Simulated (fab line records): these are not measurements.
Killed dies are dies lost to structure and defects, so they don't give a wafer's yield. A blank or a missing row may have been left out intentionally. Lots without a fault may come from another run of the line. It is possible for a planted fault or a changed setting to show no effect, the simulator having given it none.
A struck lot beside a sound one :: flow gf180mcu :: 14 steps out of a route of 602
Sound: these wafers, L465.2, L465.3, L465.5. Struck: wafers L451.1, L451.4, L451.6. The cause is given at the end.
For every step that has rows: the tool of each side, followed by ch and its chambers, followed by its first start. Under that, the readings that differ: sound wafers :: struck wafers :: difference of the means :: sigmas: that difference in standard deviations of wafers without a fault.
alike: readings with means less than 2 such deviations apart, plus words and numbers identical on both sides. not compared: withheld readings, readings lacking a value on some wafer, bounds such as >300 that could conceal the same value, and numbers that have no deviation in the record and whose values overlap.
A row with sigmas, a row that says differs or no value, or rows on one side alone: a step with any of these is where the two part. Non-overlapping numbers with no deviation appear without sigmas and do not part them. A reading missing from all wafers of one side parts the sides only when that side holds two or more wafers.

GF_V5_CD_MEAS_14: the cd target is 260 nm.
  sound on cd sem-02 at day 32 21:35; struck on cd sem-02 at day 28 23:20
  alike: cd nm
GF_V5_OVL_MEAS_15:
  sound on overlay-02 at day 32 21:41; struck on overlay-02 at day 28 23:28
  alike: V5_OVL
GF_V5_ETCH_16: etches BARC in N2/H2.
  sound on rie diel-04 ch 0,1, day 32 21:43; struck on rie diel-04 ch 0,1,3, day 28 23:30
  alike: drypump motor current A, oes product au, throttle valve pct
then, 1 step without rows for these wafers: GF_V5_ETCH_17 (etches SiO2 in C4F8/O2/Ar, stops on TiN, target depth 855 nm).
GF_V5_STRIP_18: strips in O2/N2.
  sound on plasma asher-04 ch 0,1, day 32 21:53; struck on plasma asher-01 ch 0,1, day 28 23:39
  alike: drypump motor current A, heater power w, oes product au
  not compared: rf hours counter h
then, 2 steps without rows for these wafers: GF_V5_STRIP_19 (strips in post etch residue remover, time 1200 s); GF_V5_CLEAN_20 (cleans in DIW).
GF_V5_SPUTTER_21: material Ti, target thk 15 nm, time 80.02 s.
  sound on pvd sputter-02 at day 32 22:25; struck on pvd sputter-01 at day 29 00:11
  alike: chamber pressure pa, substrate temp c, throttle valve pct
GF_V5_SPUTTER_22: material TiN, target thk 10 nm, time 40 s.
  sound on pvd sputter-02 at day 32 22:28; struck on pvd sputter-01 at day 29 00:15
  alike: chamber pressure pa, throttle valve pct
GF_V5_CVD_23: deposits W, target thk 350 nm, time 104.9 s.
  sound on cvd w-02 ch 0,1, day 32 22:31; struck on cvd w-01 ch 0,1, day 29 00:17
  alike: heater power w
GF_V5_RS_MEAS_24: the measuring method here is four-point-probe.
  sound on film metro-01 at day 32 22:41; struck on film metro-01 at day 29 00:24
  alike: V5_W_RS
GF_V5_THK_MEAS_25: measures by xrf.
  sound on film metro-01 at day 32 22:48; struck on film metro-01 at day 29 00:31
  alike: V5_W_THK
GF_V5_CMP_26: polishes, stops on SiO2, t overpolish 15 s, target thk 0 nm.
  sound on cmp-02 ch 0,1,2, day 32 22:54; struck on cmp-01 ch 1,3, day 29 00:35
reading: overpolish run s (s)
sound: 14.988 14.994 14.993
struck: 0.032 0.037 0.044
difference: -14.954
sigmas: -99 or more

reading: time to endpoint s (s)
sound: 80 85 81
struck: 129 129 131
difference: +48
sigmas: +9
  alike: motor current A, platen rpm, slurry flow ml min
GF_PASSIVATION_PROBE_99:
  the record has rows for the struck wafers here (prober-02, day 30 17:55) and none for the sound ones

== WHERE THEY PART ==
First at GF_V5_CMP_26; last, within this record, at GF_PASSIVATION_PROBE_99.

WHY: the cause the simulator had injected
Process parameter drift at GF_V5_CMP_26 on cmp-01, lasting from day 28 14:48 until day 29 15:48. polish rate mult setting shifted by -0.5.
